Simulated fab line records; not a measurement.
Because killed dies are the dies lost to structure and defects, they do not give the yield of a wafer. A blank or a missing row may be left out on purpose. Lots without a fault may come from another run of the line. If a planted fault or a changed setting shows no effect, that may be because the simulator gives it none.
Which tool is to blame? / flow sfq-line / Sampling: 7 lots, 21 wafers, 2 of 325 route steps

## WHAT THE GAUGES SHOWED, per wafer
SFQ_M1_RS_MEAS_909: uses a four-point probe to measure.
lot=L786; measured=day 10 19:41; on=film-metro-03; M1_NB_RS (ohm/sq)=0.888 0.902 0.893
lot=L788; measured=day 11 04:16; on=film-metro-03; M1_NB_RS (ohm/sq)=0.882 0.895 0.891
lot=L790; measured=day 11 19:26; on=film-metro-03; M1_NB_RS (ohm/sq)=0.894 0.877 0.892
lot=L792; measured=day 12 21:32; on=film-metro-01; M1_NB_RS (ohm/sq)=0.888 0.892 0.888
lot=L796; measured=day 14 02:29; on=film-metro-03; M1_NB_RS (ohm/sq)=0.873 0.887 0.875
lot=L803; measured=day 15 23:53; on=film-metro-02; M1_NB_RS (ohm/sq)=0.751 0.735 0.732 0.753 0.736 0.733
lot=L806; measured=day 16 20:57; on=film-metro-03; M1_NB_RS (ohm/sq)=0.907 0.887 0.897

## EACH LOT AND THE TOOL THAT RAN IT (in order: tool; ch and the chambers of the sampled wafers; start)
lot=L786; SFQ_TRILAYER_M1_DEP_SPUTTER_037=pvd-sputter-04, day 10 19:35
lot=L788; SFQ_TRILAYER_M1_DEP_SPUTTER_037=pvd-sputter-04, day 11 04:10
lot=L790; SFQ_TRILAYER_M1_DEP_SPUTTER_037=pvd-sputter-03, day 11 19:19
lot=L792; SFQ_TRILAYER_M1_DEP_SPUTTER_037=pvd-sputter-04, day 12 21:24
lot=L796; SFQ_TRILAYER_M1_DEP_SPUTTER_037=pvd-sputter-06, day 14 02:22
lot=L803; SFQ_TRILAYER_M1_DEP_SPUTTER_037=pvd-sputter-06, day 15 23:48
lot=L806; SFQ_TRILAYER_M1_DEP_SPUTTER_037=pvd-sputter-03, day 16 20:48
- SFQ_TRILAYER_M1_DEP_SPUTTER_037: material Nb, target thk 200 nm, time 133.3 s.

## THE ANSWER, worked out from the rows above alone
Rule: the usual values come from the lots themselves. The widest of any qualifying gaps counts: lots, ordered by their means at a reading, are off when they make up no more than a third of the lots, leave a main group of 4 or more, and stand apart from it by 3 or more times the standard deviation of that group's means. Not used: any main group whose means are identical at the precision the tables above print for the reading. A lot without any number at a reading at which 4 lots or more have one is off too. All remaining lots with rows at the step are treated as sound.
Off: at SFQ_M1_RS_MEAS_909 (M1_NB_RS), L803. The main group: mean 0.889 ohm/sq, standard deviation 0.0059.
A tool fits if, at a process step before that reading, it ran every lot that is off, and no sound lot after the first of them. The gauges at SFQ_M1_RS_MEAS_909 are tried like those tools. 2 tools fit, pvd-sputter-06 at SFQ_TRILAYER_M1_DEP_SPUTTER_037 and film-metro-02 at SFQ_M1_RS_MEAS_909, so this cannot tell which one it is.

## WHAT THE SIMULATOR HAD PUT IN
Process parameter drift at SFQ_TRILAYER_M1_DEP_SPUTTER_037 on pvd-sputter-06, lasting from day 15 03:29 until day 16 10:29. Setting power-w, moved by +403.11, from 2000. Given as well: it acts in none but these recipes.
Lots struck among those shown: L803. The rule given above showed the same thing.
